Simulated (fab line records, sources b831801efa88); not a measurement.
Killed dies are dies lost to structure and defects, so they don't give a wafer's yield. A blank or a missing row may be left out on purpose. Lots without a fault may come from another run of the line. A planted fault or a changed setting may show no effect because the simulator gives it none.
Which tool did it? | flow gf180mcu | 6 lots, 18 wafers sampled, at 2 steps of a route of 602

WHAT THE GAUGES READ, wafer by wafer
GF_HV_LDD_THK_MEAS_57.
lot  | measured     | on            | HV_LDD_CVD_56_THK (nm)
L697 | day 13 22:23 | film_metro-02 | 79.0 86.1 87.9
L702 | day 15 09:45 | film_metro-01 | 89.6 89.2 89.1
L708 | day 17 13:02 | film_metro-02 | 90.2 89.8 89.7
L710 | day 17 23:26 | film_metro-01 | 89.6 90.5 90.3
L713 | day 19 03:08 | film_metro-04 | 90.6 90.4 90.7
L716 | day 20 05:39 | film_metro-02 | 89.5 90.1 90.1

WHICH TOOL RAN EACH LOT (tool, then ch and the chambers of the sampled wafers, then the start)
lot  | GF_HV_LDD_CVD_56
L697 | lpcvd-02 ch 1, day 13 20:58
L702 | lpcvd-01 ch 1, day 15 08:19
L708 | lpcvd-01 ch 0, day 17 10:54
L710 | lpcvd-02 ch 0, day 17 21:59
L713 | lpcvd-02 ch 1, day 19 01:40
L716 | lpcvd-02 ch 1, day 20 04:11
- GF_HV_LDD_CVD_56: deposits Si3N4 from DCS/NH3, target thk 90 nm, time 1543 s.

THE ANSWER, worked out from the rows above alone
Rule: what is usual is taken from the lots themselves. Put in order of their means at a reading, lots are off if they are a third of the lots or fewer, leave a main group of 4 or more, and stand apart from it by a gap of 3 or more times the standard deviation of the main group's means; of several such gaps the widest counts. A main group whose means are all the same, to the digits that the tables above print for the reading, isn't used. A lot without any number at a reading at which 4 lots or more have one is off too. The other lots that the step has rows for count as sound.
Off: L697, at GF_HV_LDD_THK_MEAS_57 (HV_LDD_CVD_56_THK). The main group: mean 90.0 nm, standard deviation 0.41.
A tool fits if, at a process step before that reading, it ran every lot that is off, and no sound lot after the first of them. The gauges at GF_HV_LDD_THK_MEAS_57 are tried like those tools. None of those tried fits.

WHAT THE SIMULATOR HAD PUT IN
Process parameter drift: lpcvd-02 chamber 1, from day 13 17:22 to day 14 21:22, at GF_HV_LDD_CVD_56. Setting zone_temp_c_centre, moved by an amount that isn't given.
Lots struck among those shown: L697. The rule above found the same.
